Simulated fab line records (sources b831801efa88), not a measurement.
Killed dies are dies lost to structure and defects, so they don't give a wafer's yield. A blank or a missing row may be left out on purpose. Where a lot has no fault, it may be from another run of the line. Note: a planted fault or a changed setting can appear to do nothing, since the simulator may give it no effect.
Comparing a struck lot with a sound one -- flow sky130 -- 20 out of 708 route steps
Sound: these wafers, L724.1, L724.4, L724.6. Struck: wafers L736.2, L736.4, L736.6. The cause is named last.
Order at every step that has rows: each side's tool, ch and its chambers, its first start. Under that, the readings that differ: sound wafers -- struck wafers -- difference of the means -- sigmas: that difference in standard deviations of wafers without a fault.
alike: words and numbers the same on both sides, and readings whose means are apart by under 2 such deviations; not compared: readings that were withheld, readings missing a value for some wafer, numbers with overlapping values and no deviation given by the record, and bounds like >300 which may hide the same value.
The two part at a step that has a row with sigmas, a row that says differs or no value, or rows on one side only. Numbers that have no deviation but don't overlap get no sigmas and don't part them. A reading that every wafer of one side lacks parts them only if that side has two wafers or more.

SKY_LDD_HVP_OVL_MEAS_07:
  sound: overlay-02 at day 23 17:25; struck: overlay-01 at day 27 18:15
  alike: LDD_HVP_OVL
following that, these wafers have no rows for 1 step: SKY_LDD_HVP_IMPLANT_08.
SKY_LDD_HVP_STRIP_09: strips in O2/N2.
  sound on plasma-asher-01 ch 0,1, day 23 17:36; struck on plasma-asher-03 ch 0,1, day 27 18:26
  alike: drypump-motor-current-A, oes-product-au, strip-time-to-endpoint-s
  not compared: rf-hours-counter-h
SKY_LDD_HVP_TW_MEAS_10:
  sound: film-metro-04 at day 23 17:42; struck: film-metro-01 at day 27 18:32
  alike: LDD_HVP_TW
then, 7 steps without rows for these wafers: SKY_LDD_LDN_DEHYDRATE_00 (time 60 s); SKY_LDD_LDN_HMDS_01 (prime time 60 s); SKY_LDD_LDN_COAT_02 (resist thk 1140 nm); SKY_LDD_LDN_SOFTBAKE_03 (time 60 s); SKY_LDD_LDN_EXPOSE_04 (exposes mask LDNTM, target cd 700 nm); SKY_LDD_LDN_PEB_05; SKY_LDD_LDN_DEVELOP_06 (develop time 60 s).
SKY_LDD_LDN_OVL_MEAS_07:
  sound: overlay-02 at day 24 22:20; struck: overlay-01 at day 28 20:44
  alike: LDD_LDN_OVL
SKY_LDD_LDN_IMPLANT_08:
  sound on implanter-04 ch 0, day 24 22:23; struck on implanter-04 ch 0, day 28 20:47
reading,sound,struck,difference,sigmas
dose-ions-cm2,1.25e+13 1.2509e+13 1.2506e+13,8.522e+12 8.508e+12 8.516e+12,-3.990e+12,-99 or more
faraday-current-uA,69.0 72.6 69.4,48.9 47.5 47.0,-22.5,-15
then, 3 steps without rows for these wafers: SKY_LDD_LDN_IMPLANT_09; SKY_LDD_LDN_IMPLANT_10; SKY_LDD_LDN_IMPLANT_11.
SKY_LDD_LDN_STRIP_12: strips in O2/N2.
  sound on plasma-asher-02 ch 1, day 24 22:59; struck on plasma-asher-01 ch 0, day 28 21:22
  alike: drypump-motor-current-A, oes-product-au, strip-time-to-endpoint-s
  not compared: rf-hours-counter-h
SKY_LDD_LDN_TW_MEAS_13:
  sound: film-metro-04 at day 24 23:05; struck: film-metro-03 at day 28 21:28
reading,sound,struck,difference,sigmas
LDD_LDN_TW,1503 1501 1491,1457 1454 1454,-43,-5
then, 1 step without rows for these wafers: SKY_LDD_LDN_CLEAN_14 (cleans in SC1/SC2, time 150 s).
-- record jumps: 21 days separate the struck wafers' starts on either side; left off in module LDD_LDN, taken up again in module PAD_OPEN, whose first shown step is the route's number 708 --
SKY_PAD_OPEN_PROBE_99:
  sound: prober-01 at day 46 23:48; struck: prober-01 at day 49 16:35
reading,sound,struck,difference,sigmas
killed-at-other,1 0 0,2 2 1,+1,+2
  alike: killed_at_M0_to_M3, killed_at_M4_up, killed-at-contacts, killed-at-front-end, killed-dies, killed-open, killed-short
  not compared: model.etest.tip-sonos.rs-ohm-sq

## WHERE THEY PART
First at SKY_LDD_LDN_IMPLANT_08; last, within this record, at SKY_PAD_OPEN_PROBE_99.

WHY: what had been put in by the simulator
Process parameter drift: implanter-04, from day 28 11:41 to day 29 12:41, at SKY_LDD_LDN_IMPLANT_08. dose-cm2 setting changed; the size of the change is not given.
